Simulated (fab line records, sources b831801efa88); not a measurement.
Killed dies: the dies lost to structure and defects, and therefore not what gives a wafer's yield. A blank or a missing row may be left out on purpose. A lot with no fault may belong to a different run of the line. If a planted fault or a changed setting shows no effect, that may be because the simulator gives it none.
Which tool is to blame? || flow sky130 || 21 wafers sampled from 7 lots at 1 step of a route of 708

## WHAT EACH GAUGE READ, for each wafer
SKY_CONTACT_THK_MEAS_26: measures by xrf.
{"lot": "L515", "measured": "day 33 00:35", "on": "film-metro-02", "CONTACT_W_THK (nm)": "337 355 337"}
{"lot": "L518", "measured": "day 33 02:41", "on": "film-metro-02", "CONTACT_W_THK (nm)": "354 337 353"}
{"lot": "L520", "measured": "day 34 00:38", "on": "film-metro-02", "CONTACT_W_THK (nm)": "340 344 341"}
{"lot": "L527", "measured": "day 35 13:10", "on": "film-metro-04", "CONTACT_W_THK (nm)": "344 354 343"}
{"lot": "L530", "measured": "day 36 21:19", "on": "film-metro-01", "CONTACT_W_THK (nm)": "360 357 356"}
{"lot": "L532", "measured": "day 37 18:28", "on": "film-metro-02", "CONTACT_W_THK (nm)": "349 354 336"}
{"lot": "L535", "measured": "day 38 05:53", "on": "film-metro-04", "CONTACT_W_THK (nm)": "344 356 356"}

## EACH LOT AND THE TOOL THAT RAN IT (in order: tool; ch and the chambers of the sampled wafers; start)
No process step before these readings appears in the record.

## THE ANSWER, worked out from the rows above alone
Rule: what is usual is taken from the lots themselves. Put in order of their means at a reading, lots are off if they are a third of the lots or fewer, leave a main group of 4 or more, and stand apart from it by a gap of 3 or more times the standard deviation of the main group's means; of several such gaps the widest counts. The tables above print the reading to a certain number of digits; a main group whose means all agree to those digits is not used. A lot without any number at a reading at which 4 lots or more have one is off too. Any other lot the step has rows for is counted as sound.
No lot is off on any of the readings shown, so nothing can be concluded from this.

## WHAT WAS PUT IN BY THE SIMULATOR
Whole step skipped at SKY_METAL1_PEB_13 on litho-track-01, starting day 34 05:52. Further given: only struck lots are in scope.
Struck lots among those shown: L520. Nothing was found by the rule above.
